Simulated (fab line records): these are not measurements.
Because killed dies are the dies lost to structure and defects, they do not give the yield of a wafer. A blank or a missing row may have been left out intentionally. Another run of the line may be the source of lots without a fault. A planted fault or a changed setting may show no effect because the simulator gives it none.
Which of the tools did it?	flow sfq line	route of 325 steps, sampled at 1 step: 7 lots, 21 wafers

WHAT THE GAUGES SHOWED, per wafer
SFQ_I0_OVL_MEAS_908.
lot	measured	on	I0_OVL (nm)
L926	day 16 20:16	overlay-02	-9 3 11
L929	day 17 01:04	overlay-02	0 -7 -2
L931	day 17 04:41	overlay-01	5 4 6
L933	day 17 09:28	overlay-01	11 8 5
L937	day 17 16:40	overlay-01	2 0 3
L939	day 19 10:40	overlay-02	-5 12 9
L946	day 28 10:04	overlay-02	9 3 10

TOOL THAT RAN EACH LOT (tool first, then ch and the chambers of the sampled wafers, then the start)
Record: no process step prior to these readings.

THE ANSWER, worked out from the rows above alone
Rule: the lots themselves supply what counts as usual. Put in order of their means at a reading, lots are off if they are a third of the lots or fewer, leave a main group of 4 or more, and stand apart from it by a gap of 3 or more times the standard deviation of the main group's means; of several such gaps the widest counts. A main group whose means are all the same, to the digits that the tables above print for the reading, isn't used. Also off: a lot with no number at a reading for which 4 or more lots have one. The other lots that the step has rows for count as sound.
No lot is off at any reading shown: from this, nothing can be told.

WHAT THE SIMULATOR PUT IN
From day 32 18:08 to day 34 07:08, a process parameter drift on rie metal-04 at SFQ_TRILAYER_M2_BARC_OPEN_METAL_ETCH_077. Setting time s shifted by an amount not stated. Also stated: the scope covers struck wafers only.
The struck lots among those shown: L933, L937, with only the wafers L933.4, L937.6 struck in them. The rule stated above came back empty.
